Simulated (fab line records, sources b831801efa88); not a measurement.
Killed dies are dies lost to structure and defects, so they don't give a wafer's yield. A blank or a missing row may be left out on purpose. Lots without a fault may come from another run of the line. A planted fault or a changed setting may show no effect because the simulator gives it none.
fab line records | flow sfq_line
record lots=6 wafers=18 last_day=79
route steps=325 shown L0@4 L0V@16 M0@28
lots that met no fault: from a run of the same line without faults
start_h: hours from the record's first day to the start of the lot's first wafer shown | wait_h: hours since the lot's step before | " the same as in the row above | L1.1+2: a row that stands for several wafers | - no value, or no start given | * or withheld: withheld | < > ~ a bound
route shown NAME@n: a module of which the file shows steps, and the number in the route of the first | usual: mean/standard deviation of fault-free wafers | same: alike in all rows | chamber/n: place in a boat | sites: the reading at each site | _std_site: their standard deviation | _edge_site: outer sites' mean less inner sites' | radius_mm: how far each site lies from the wafer's centre | mask NAME#n: copy n | behind: the tool/chamber that last shaped the wafer | hold: why the lot was held/for how many hours/how that ended | device: the transistor (n, p or np) that didn't switch | end of line: the same wafers' tests at the end of the route | a step without rows: its recipe alone | killed: dies lost to structure and defects at the first sort, not the wafer's yield | map: a wafer's dies, x killed, . not, _ none there
set.NAME: the setting as run; set.NAME@STEP: as run at that earlier step | model.NAME: the simulator's own value behind a step, which no gauge read
lots at some steps of the route; a table a step, a row a wafer
services: from which hour (start_h, from the record's first day; less than 0 if before it) a tool's chamber was out of use, for how many hours, and why
## steps
# step SFQ_L0_RS_MEAS_901
# recipe thk_meas_gauge=four-point-probe reads=MoNx_KI_of_TRILAYER_L0_DEP_SPUTTER_003
# usual L0_MONX_KI_RS=43.4/0.52
# columns lot.wafer tool chamber start_h wait_h L0_MONX_KI_RS[ohm/sq]
L732.1 film_metro-03 - 37.56 0.0 43.2
L732.4 " - " " 43.8
L732.6 " - " " 43.8
L733.1 film_metro-03 - 42.56 0.0 44.1
L733.2 " - " " 43.5
L733.5 " - " " 43.2
L736.2 film_metro-01 - 57.58 0.1 44.0
L736.4 " - " " 44.3
L736.5 " - " " 44.1
L739.1 film_metro-03 - 72.56 0.0 43.1
L739.2 " - " " 43.4
L739.4 " - " " 43.2
L744.1 film_metro-04 - 97.56 0.0 43.2
L744.3 " - " " 43.0
L744.5 " - " " 43.0
L746.1 film_metro-03 - 107.56 0.0 44.5
L746.4 " - " " 44.3
L746.6 " - " " 43.2
# step SFQ_L0_THK_MEAS_902
# recipe thk_meas_gauge=xrf reads=MoNx_KI_of_TRILAYER_L0_DEP_SPUTTER_003
# usual L0_MONX_KI_THK=40.0/0.5
# columns lot.wafer tool chamber start_h wait_h L0_MONX_KI_THK[nm]
L732.1 film_metro-03 - 37.68 0.1 40.3
L732.4 " - " " 39.6
L732.6 " - " " 39.4
L733.1 film_metro-03 - 42.68 0.1 39.2
L733.2 " - " " 39.7
L733.5 " - " " 40.2
L736.2 film_metro-01 - 57.69 0.1 39.8
L736.4 " - " " 39.1
L736.5 " - " " 39.4
L739.1 film_metro-03 - 72.68 0.1 40.0
L739.2 " - " " 40.1
L739.4 " - " " 40.2
L744.1 film_metro-04 - 97.68 0.1 40.2
L744.3 " - " " 40.3
L744.5 " - " " 40.4
L746.1 film_metro-03 - 107.68 0.1 38.8
L746.4 " - " " 39.0
L746.6 " - " " 40.1
# step SFQ_TRILAYER_L0_LITHO_COAT_010
# recipe resist=BARC spin_rpm=3000 resist_thk_nm=62
# step SFQ_TRILAYER_L0_LITHO_COAT_005
# recipe resist=KrF spin_rpm=3000 resist_thk_nm=600
# step SFQ_TRILAYER_L0_LITHO_SOFTBAKE_009
# recipe temp_c=withheld time_s=withheld resist=KrF
# step SFQ_TRILAYER_L0_LITHO_EXPOSE_006
# recipe mask_id=L0 na=0.6 source_shape=conventional sigma_outer=0.65 target_cd_nm=2000 dose_mj=14.4
# step SFQ_TRILAYER_L0_LITHO_PEB_008
# recipe peb_temp_c=115 peb_time_s=60 resist=KrF
# step SFQ_TRILAYER_L0_LITHO_DEVELOP_007
# recipe time_s=60 resist=KrF
# step SFQ_TRILAYER_L0_BARC_OPEN_METAL_ETCH_010
# recipe mask_material=PR chemistry=O2 target_depth_nm=125 target=BARC icp_w=600 bias_w=80 pressure_mtorr=10 time_s=41.7
# usual bias_w=80.01/0.25 drypump_motor_current_A=5.8/0.56 oes_product_au=0.685/0.0044
# columns lot.wafer tool chamber start_h wait_h bias_w drypump_motor_current_A oes_product_au rf_hours_counter_h
L732.1 rie_metal-02 0 110.98 0.1 79.79 4.8 0.687 159
L732.4 " 0 " " 79.66 4.8 0.686 -
L732.6 " 1 " " 79.87 6.0 0.682 -
L733.1 rie_metal-01 0 116.98 0.1 79.46 5.9 0.681 82
L733.2 " 1 " " 79.95 6.1 0.689 136
L733.5 " 0 " " 79.70 5.8 0.678 -
L736.2 rie_metal-03 1 127.80 0.1 80.26 6.5 0.681 -
L736.4 " 1 " " 79.95 6.5 0.680 -
L736.5 " 1 " " 80.22 6.5 0.690 -
L739.1 rie_metal-03 1 146.83 0.1 79.94 6.4 0.680 179
L739.2 " 1 " " 79.95 6.4 0.681 -
L739.4 " 1 " " 79.93 6.4 0.694 -
L744.1 rie_metal-01 1 175.71 0.1 80.54 6.0 0.685 148
L744.3 " 1 " " 80.57 6.1 0.691 -
L744.5 " 0 " " 79.54 5.8 0.684 -
L746.1 rie_metal-01 1 188.80 0.1 79.85 6.1 0.684 151
L746.4 " 1 " " 79.52 6.1 0.683 -
L746.6 " 1 " " 80.12 6.0 0.692 -
# step SFQ_TRILAYER_L0_ETCH_METAL_ETCH_008
# recipe target=MoNx_KI stop_on=SiO2 mask_material=PR chemistry=SF6/O2 target_depth_nm=50 icp_w=600 bias_w=80 pressure_mtorr=10 time_s=25
# usual bias_w=79.99/0.23 drypump_motor_current_A=5.8/0.56 oes_product_au=0.875/0.0075
# columns lot.wafer tool chamber start_h wait_h bias_w drypump_motor_current_A oes_product_au rf_hours_counter_h
L732.1 rie_metal-02 0 111.04 0.0 80.30 4.9 0.871 159
L732.4 " 0 " " 80.37 4.8 0.867 -
L732.6 " 1 " " 79.98 6.0 0.860 -
L733.1 rie_metal-01 0 117.04 0.0 80.06 5.8 0.870 82
L733.2 " 1 " " 80.18 6.1 0.867 136
L733.5 " 0 " " 80.36 5.9 0.883 -
L736.2 rie_metal-03 1 127.92 0.1 79.91 6.5 0.868 -
L736.4 " 1 " " 80.12 6.5 0.867 -
L736.5 " 1 " " 79.88 6.5 0.864 -
L739.1 rie_metal-03 1 146.95 0.1 79.65 6.5 0.881 179
L739.2 " 1 " " 80.11 6.5 0.876 -
L739.4 " 1 " " 80.05 6.5 0.882 -
L744.1 rie_metal-01 1 175.77 0.0 79.52 6.1 0.884 148
L744.3 " 1 " " 79.62 6.0 0.883 -
L744.5 " 0 " " 79.92 5.8 0.886 -
L746.1 rie_metal-01 1 188.86 0.0 79.95 6.0 0.862 151
L746.4 " 1 " " 79.72 6.0 0.861 -
L746.6 " 1 " " 79.93 6.0 0.874 -
# step SFQ_TRILAYER_L0_STRIP_STRIP_009
# recipe gas=O2 power_w=200 platen_temp_c=40 overash_fraction=0.65 chemistry=O2 pressure_mtorr=50
# usual drypump_motor_current_A=5.8/0.56 oes_product_au=0.997/0.0091
# columns lot.wafer tool chamber start_h wait_h drypump_motor_current_A oes_product_au rf_hours_counter_h
L732.1 rie_metal-02 0 111.09 0.0 4.8 1.008 159
L732.4 " 0 " " 4.9 1.001 -
L732.6 " 1 " " 6.0 1.000 -
L733.1 rie_metal-01 0 117.09 0.0 5.9 1.015 82
L733.2 " 1 " " 6.0 0.996 136
L733.5 " 0 " " 5.9 1.010 -
L736.2 rie_metal-03 1 128.20 0.3 6.4 0.979 -
L736.4 " 1 " " 6.4 0.975 -
L736.5 " 1 " " 6.4 0.979 -
L739.1 rie_metal-03 1 147.05 0.1 6.4 0.981 179
L739.2 " 1 " " 6.4 0.990 -
L739.4 " 1 " " 6.4 0.979 -
L744.1 rie_metal-01 1 175.81 0.0 6.1 1.009 148
L744.3 " 1 " " 6.1 1.000 -
L744.5 " 0 " " 5.9 1.005 -
L746.1 rie_metal-01 1 188.91 0.0 6.1 0.994 151
L746.4 " 1 " " 6.1 0.994 -
L746.6 " 1 " " 6.1 0.995 -
# step SFQ_TRILAYER_L0_STRIP_SOLV_CLEAN_010
# recipe chemistry=NMP temp_c=70 time_s=600
# step SFQ_TRILAYER_L0_CAP_PECVD_011
# recipe material=SiO2 temp_c=150 time_s=13.333 pressure_torr=2.4 rf_w=183.3 precursor=SiH4/N2O target_thk_nm=60
# usual heater_power_outer_w=30/13 heater_power_w=81/20 throttle_valve_pct=24.1/0.97
# columns lot.wafer tool chamber start_h wait_h heater_power_outer_w heater_power_w throttle_valve_pct model.SiO2_of_TRILAYER_L0_CAP_PECVD_011.thk_nm
L732.1 pecvd-01 2 111.86 0.0 28 83 23.9 59.81
L732.4 " 0 " " 22 83 25.6 60.42
L732.6 " 1 " " 38 90 26.1 60.6
L733.1 pecvd-03 1 118.04 0.0 31 78 23.4 59.95
L733.2 " 2 " " 34 80 24.3 59.69
L733.5 " 2 " " 35 80 24.4 60.73
L736.2 pecvd-03 1 129.37 0.0 32 75 23.6 42.12
L736.4 " 0 " " 14 59 22.9 60.53
L736.5 " 2 " " 36 83 24.1 61.49
L739.1 pecvd-03 1 148.42 0.0 41 89 23.4 59.95
L739.2 " 2 " " 36 78 24.5 43.12
L739.4 " 2 " " 35 82 24.3 59.75
L744.1 pecvd-01 1 176.61 0.0 35 89 26.1 59.82
L744.3 " 2 " " 29 87 23.8 59.52
L744.5 " 1 " " 37 87 26.1 60.48
L746.1 pecvd-04 1 189.70 0.0 44 112 23.9 60.83
L746.4 " 1 " " 44 116 23.4 62.03
L746.6 " 0 " " 12 50 24.1 60.61
# step SFQ_TRILAYER_L0_VIA_LITHO_COAT_018
# recipe resist=BARC spin_rpm=3000 resist_thk_nm=62
# step SFQ_TRILAYER_L0_VIA_LITHO_COAT_013
# recipe resist=KrF spin_rpm=3000 resist_thk_nm=650
# step SFQ_TRILAYER_L0_VIA_LITHO_SOFTBAKE_017
# recipe temp_c=withheld time_s=withheld resist=KrF
# step SFQ_TRILAYER_L0_VIA_LITHO_EXPOSE_014
# recipe mask_id=L0V na=0.6 source_shape=conventional sigma_outer=0.65 target_cd_nm=700 dose_mj=21.3
# step SFQ_TRILAYER_L0_VIA_LITHO_PEB_016
# recipe peb_temp_c=115 peb_time_s=60 resist=KrF
# step SFQ_TRILAYER_L0_VIA_LITHO_DEVELOP_015
# recipe time_s=60 resist=KrF
# step SFQ_L0V_OVL_MEAS_903
# usual L0V_OVL=1/4.3
# columns lot.wafer tool chamber start_h wait_h L0V_OVL[nm]
L732.1 overlay-01 - 192.40 0.1 10
L732.4 " - " " 1
L732.6 " - " " 5
L733.1 overlay-02 - 204.51 0.1 -1
L733.2 " - " " -2
L733.5 " - " " -5
L736.2 overlay-02 - 216.97 0.1 -4
L736.4 " - " " -3
L736.5 " - " " 0
L739.1 overlay-01 - 231.37 0.1 -3
L739.2 " - " " 2
L739.4 " - " " 4
L744.1 overlay-02 - 257.30 0.1 0
L744.3 " - " " -2
L744.5 " - " " 0
L746.1 overlay-02 - 271.70 0.1 -4
L746.4 " - " " -8
L746.6 " - " " -4
# step SFQ_TRILAYER_L0_VIA_BARC_OPEN_VIA_ETCH_021
# recipe mask_material=PR chemistry=O2 target_depth_nm=125 target=BARC source_w=500 bias_w=80 pressure_mtorr=30 time_s=41.7
# usual bias_w=80.01/0.22 drypump_motor_current_A=5.7/0.49 oes_product_au=0.685/0.0051
# columns lot.wafer tool chamber start_h wait_h bias_w drypump_motor_current_A oes_product_au rf_hours_counter_h
L732.1 rie_diel-02 0 192.44 0.0 80.17 4.8 0.684 128
L732.4 " 3 " " 79.86 6.1 0.682 -
L732.6 " 1 " " 80.10 5.7 0.692 -
L733.1 rie_diel-02 3 204.55 0.0 80.21 6.2 0.680 27
L733.2 " 2 " " 80.27 5.2 0.680 0
L733.5 " 3 " " 80.03 6.2 0.694 -
L736.2 rie_diel-02 3 217.00 0.0 80.33 6.1 0.684 27
L736.4 " 2 " " 80.09 5.2 0.685 0
L736.5 " 0 " " 79.93 4.8 0.691 -
L739.1 rie_diel-03 2 231.40 0.0 79.83 6.1 0.695 89
L739.2 " 0 " " 79.80 5.1 0.688 5
L739.4 " 3 " " 80.06 6.2 0.694 77
L744.1 rie_diel-03 1 257.34 0.0 80.36 5.6 0.681 78
L744.3 " 0 " " 80.27 5.2 0.676 5
L744.5 " 0 " " 79.62 5.2 0.692 -
L746.1 rie_diel-02 3 271.74 0.0 79.80 6.2 0.674 28
L746.4 " 1 " " 80.05 5.7 0.683 9
L746.6 " 0 " " 79.85 4.8 0.680 -
# step SFQ_TRILAYER_L0_VIA_ETCH_VIA_ETCH_016
# recipe target=SiO2 stop_on=MoNx_KI mask_material=PR chemistry=CHF3 target_depth_nm=80 source_w=500 bias_w=80 pressure_mtorr=30 time_s=withheld
# usual bias_w=79.97/0.27 drypump_motor_current_A=5.7/0.49 oes_product_au=0.844/0.0073
# columns lot.wafer tool chamber start_h wait_h bias_w drypump_motor_current_A oes_product_au model.etch.depth_nm model.L0V.feature_depth_nm
L732.1 rie_diel-02 0 192.48 0.0 80.12 4.8 0.843 59.81 59.81
L732.4 " 3 " " 80.29 6.2 0.843 60.42 60.42
L732.6 " 1 " " 79.70 5.7 0.860 60.6 60.6
L733.1 rie_diel-02 3 204.59 0.0 80.15 6.1 0.847 59.95 59.95
L733.2 " 2 " " 79.83 5.3 0.837 59.69 59.69
L733.5 " 3 " " 79.92 6.2 0.850 60.73 60.73
L736.2 rie_diel-02 3 217.04 0.0 80.35 6.1 0.702 42.12 42.12
L736.4 " 2 " " 80.05 5.3 0.843 60.53 60.53
L736.5 " 0 " " 80.13 4.8 0.852 61.49 61.49
L739.1 rie_diel-03 2 231.44 0.0 80.62 6.1 0.852 59.95 59.95
L739.2 " 0 " " 80.23 5.2 0.708 43.12 43.12
L739.4 " 3 " " 79.77 6.2 0.850 59.75 59.75
L744.1 rie_diel-03 1 257.38 0.0 80.42 5.6 0.837 59.82 59.82
L744.3 " 0 " " 79.93 5.2 0.839 59.52 59.52
L744.5 " 0 " " 80.06 5.2 0.846 60.48 60.48
L746.1 rie_diel-02 3 271.78 0.0 79.63 6.1 0.845 60.83 60.83
L746.4 " 1 " " 79.73 5.7 0.858 62.03 62.03
L746.6 " 0 " " 79.78 4.8 0.845 60.61 60.61
# step SFQ_TRILAYER_L0_VIA_STRIP_STRIP_017
# recipe gas=O2 power_w=200 platen_temp_c=40 overash_fraction=0.65 chemistry=O2 pressure_mtorr=50
# usual drypump_motor_current_A=6.0/0.47 oes_product_au=0.995/0.0097
# columns lot.wafer tool chamber start_h wait_h drypump_motor_current_A oes_product_au rf_hours_counter_h
L732.1 rie_metal-04 1 192.53 - 5.0 1.006 66
L732.4 " 0 " " 6.2 0.994 -
L732.6 " 0 " " 6.2 0.999 -
L733.1 rie_metal-01 1 204.63 - 6.0 0.993 153
L733.2 " 0 " " 5.8 0.997 99
L733.5 " 1 " " 6.1 0.998 -
L736.2 rie_metal-01 0 217.29 - 5.9 0.993 -
L736.4 " 0 " " 5.9 0.996 -
L736.5 " 0 " " 5.9 0.998 -
L739.1 rie_metal-04 0 231.49 - 6.2 0.999 115
L739.2 " 1 " " 5.1 1.004 75
L739.4 " 0 " " 6.2 1.012 -
L744.1 rie_metal-03 1 257.43 - 6.5 0.993 218
L744.3 " 1 " " 6.4 0.989 -
L744.5 " 1 " " 6.5 0.988 -
L746.1 rie_metal-04 1 271.83 - 5.0 0.999 83
L746.4 " 1 " " 5.0 1.002 -
L746.6 " 1 " " 5.0 0.996 -
# step SFQ_TRILAYER_L0_VIA_STRIP_SOLV_CLEAN_018
# recipe chemistry=NMP temp_c=70 time_s=600
# step SFQ_TRILAYER_M0_DEP_PRE_CLEAN_020
# recipe gas=Ar time_s=15 bias_v=250
# columns lot.wafer tool chamber start_h wait_h model.SiO2_of_TRILAYER_L0_CAP_PECVD_011.thk_nm
L732.1 pvd_sputter-03 - 193.30 0.0 54.81
L732.4 " - " " 55.42
L732.6 " - " " 55.6
L733.1 pvd_sputter-05 - 205.42 0.0 54.95
L733.2 " - " " 54.69
L733.5 " - " " 55.73
L736.2 pvd_sputter-04 - 218.48 0.0 37.12
L736.4 " - " " 55.53
L736.5 " - " " 56.49
L739.1 pvd_sputter-04 - 232.27 0.0 54.96
L739.2 " - " " 38.12
L739.4 " - " " 54.75
L744.1 pvd_sputter-03 - 258.82 0.0 54.82
L744.3 " - " " 54.52
L744.5 " - " " 55.48
L746.1 pvd_sputter-04 - 272.60 0.0 55.83
L746.4 " - " " 57.03
L746.6 " - " " 55.61
# step SFQ_TRILAYER_M0_DEP_SPUTTER_019
# recipe material=Nb base_pressure_pa=1.33e-06 chamber_pressure_pa=0.1333 substrate_temp_c=20 resputter_cathode_voltage_v=400 target_thk_nm=200 power_w=2000 time_s=133.3
## services
# columns tool chamber start_h hours kind
rie_metal-03 0 102.60 143.8 repair
rie_diel-03 1 103.54 21.3 repair
rie_metal-01 - 112.10 2.8 pm
pvd_sputter-03 - 134.98 2.4 repair
pvd_sputter-04 - 145.21 2.6 repair
pvd_sputter-05 - 160.48 3.0 repair
pecvd-04 2 173.60 18.4 repair
pecvd-03 - 176.44 0.4 repair
pvd_sputter-03 - 181.83 0.6 repair
rie_diel-02 2 184.49 - clean
rie_diel-02 2 184.49 17.1 scheduled_down
rie_diel-02 2 184.49 17.1 vent_cycle
pecvd-01 - 194.25 14.0 pm
pvd_sputter-03 - 194.26 1.2 repair
pecvd-04 - 205.41 0.8 repair
rie_metal-02 1 211.05 1.7 repair
rie_metal-01 1 216.92 7.1 repair
rie_metal-02 - 227.32 28.1 pm
rie_metal-01 - 235.00 0.5 repair
rie_diel-03 1 240.18 5.4 repair
rie_diel-02 - 247.11 0.3 repair
rie_diel-03 - 253.61 2.8 pm
pvd_sputter-04 - 261.08 1.4 repair
rie_diel-03 - 265.67 1.1 repair
## key
first_sign step=SFQ_TRILAYER_L0_VIA_ETCH_VIA_ETCH_016 reading=oes_product_au direction=down sigmas=19 usual=0.844 struck=0.705
effect none on later readings
model_effect step=SFQ_TRILAYER_L0_CAP_PECVD_011 value=SiO2_of_TRILAYER_L0_CAP_PECVD_011.thk_nm without=59.92 struck=42.62
model_effect step=SFQ_TRILAYER_L0_VIA_ETCH_VIA_ETCH_016 value=etch.depth_nm without=59.92 struck=42.62
model_effect step=SFQ_TRILAYER_M0_DEP_PRE_CLEAN_020 value=SiO2_of_TRILAYER_L0_CAP_PECVD_011.thk_nm without=54.92 struck=37.62
met_at SFQ_TRILAYER_L0_CAP_PECVD_011
struck_wafers L736.2,L739.2
onset_between 118.04 129.37
fault kind=process_parameter_drift tool=pecvd-03 chamber=- onset_h=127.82 steps=SFQ_TRILAYER_L0_CAP_PECVD_011 channel=target_thk_nm offset=-17.432 shape=step end_h=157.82 scope=struck_wafers_only acts_in=these_recipes_only stated=60
